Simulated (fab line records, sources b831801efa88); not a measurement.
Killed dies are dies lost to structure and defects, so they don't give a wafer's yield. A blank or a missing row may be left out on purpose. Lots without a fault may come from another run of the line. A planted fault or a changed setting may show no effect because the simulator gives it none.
Split-lot experiment | flow gf180mcu | 5 lots, 23 wafers read, on a route of 602 steps

THE SPLIT
At GF_V4_CVD_00 (deposits SiO2, target thk 600 nm, time 100 s), the setting sih4_flow_sccm was moved away from the recipe's 60 sccm on 11 of the 23 wafers read, by -7.6% to +8.9%. The other wafers ran this setting at the recipe's value.

The file shows no step between the split and the reading.

THE READING
V4_CVD_00_THK, in nm, at GF_V4_THK_MEAS_01. Fault-free wafers of this fab line usually give 599 nm, standard deviation 5.2 nm.

wafer  | tool, chamber at the split | sih4_flow_sccm as run, sccm | against the recipe | V4_CVD_00_THK, nm | against lot-mates on the recipe
L074.1 | hdpcvd-02, 0               | 60                          | recipe             | 600               | -
L074.2 | hdpcvd-02, 1               | 63.17                       | +5.3%              | 628               | +28
L074.3 | hdpcvd-02, 2               | 63.17                       | +5.3%              | 626               | +26
L074.5 | hdpcvd-02, 1               | 63.17                       | +5.3%              | 620               | +20
L074.6 | hdpcvd-02, 0               | 60                          | recipe             | 600               | -
L076.1 | hdpcvd-02, 2               | 60                          | recipe             | 605               | -
L076.3 | hdpcvd-02, 1               | 60                          | recipe             | 590               | -
L076.6 | hdpcvd-02, 0               | 60                          | recipe             | 595               | -
L080.1 | hdpcvd-01, 1               | 60                          | recipe             | 597               | -
L080.2 | hdpcvd-01, 2               | 60                          | recipe             | 597               | -
L080.3 | hdpcvd-01, 0               | 65.22                       | +8.7%              | 650               | +53
L080.4 | hdpcvd-01, 0               | 65.22                       | +8.7%              | 644               | +47
L080.5 | hdpcvd-01, 2               | 65.22                       | +8.7%              | 652               | +55
L082.1 | hdpcvd-02, 2               | 65.31                       | +8.9%              | 666               | +65
L082.2 | hdpcvd-02, 0               | 65.31                       | +8.9%              | 660               | +59
L082.3 | hdpcvd-02, 1               | 60                          | recipe             | 598               | -
L082.4 | hdpcvd-02, 0               | 60                          | recipe             | 604               | -
L082.6 | hdpcvd-02, 1               | 65.31                       | +8.9%              | 652               | +51
L083.1 | hdpcvd-02, 1               | 60                          | recipe             | 597               | -
L083.3 | hdpcvd-02, 2               | 60                          | recipe             | 593               | -
L083.4 | hdpcvd-02, 1               | 55.46                       | -7.6%              | 551               | -47
L083.5 | hdpcvd-02, 2               | 55.46                       | -7.6%              | 553               | -45
L083.6 | hdpcvd-02, 0               | 60                          | recipe             | 603               | -

THE FIT
A straight line over all 23 wafers: V4_CVD_00_THK changes by +6.17 nm for each +1% of sih4_flow_sccm; r = +0.98; the points scatter about the line by 5.6 nm.
The same after taking each lot's own level away (the mean of its wafers on the recipe; 23 wafers): +6.07 nm for each +1%; r = +0.99; scatter 5.3 nm.
On that fit, the largest move of sih4_flow_sccm shifts the reading by 54 nm.
The lots' own levels span 596.7 to 601.0 nm, that is 0.8 times the standard deviation above.
So the lot-to-lot level changes the slope little: the two slopes agree.
Check: with one of the wafers moved furthest among these (+8.9%) left out of the fit, the line predicts +51.5 nm for it against its lot-mates. It came out at +65 nm against them.

OTHER SPLITS ON THESE WAFERS
These wafers also went through other splits before the reading. Each is held against what the fit with the lots' levels taken away leaves over:
other split on the same wafers       | wafers away from the commonest value | r with V4_CVD_00_THK (lot level and that fit taken away)
GF_V1_CVD_02 time_s                  | 9                                    | +0.42
GF_V1_CMP_04 leave_above_ref_nm      | 11                                   | -0.30
GF_V1_SPUTTER_21 power_w             | 8                                    | -0.02
GF_M2_METAL_ETCH_16 time_s           | 8                                    | +0.08
GF_M3_SPUTTER_04 time_s              | 5                                    | -0.22
GF_M3_METAL_ETCH_16 time_s           | 11                                   | -0.24
GF_V3_SPUTTER_22 chamber_pressure_pa | 10                                   | +0.16
GF_M4_SPUTTER_04 power_w             | 9                                    | +0.17

THE WHOLE CHAIN: every reading that the file lists as answering this split, in the file's order
step              | what it does                                 | reading                                                                   | change (the file's fit)              | r (the file's)
GF_V4_CVD_00      | deposits SiO2, target thk 600 nm, time 100 s | SiO2_of_V4_CVD_00.thk_nm (the simulator's own value, which no gauge read) | +5.98 nm for each +1% of the setting | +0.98
GF_V4_THK_MEAS_01 |                                              | V4_CVD_00_THK                                                             | +5.99 for each +1% of the setting    | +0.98

THE FILE'S OWN FIT
V4_CVD_00_THK changes by +5.99 nm for each +1% of sih4_flow_sccm, r = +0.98.
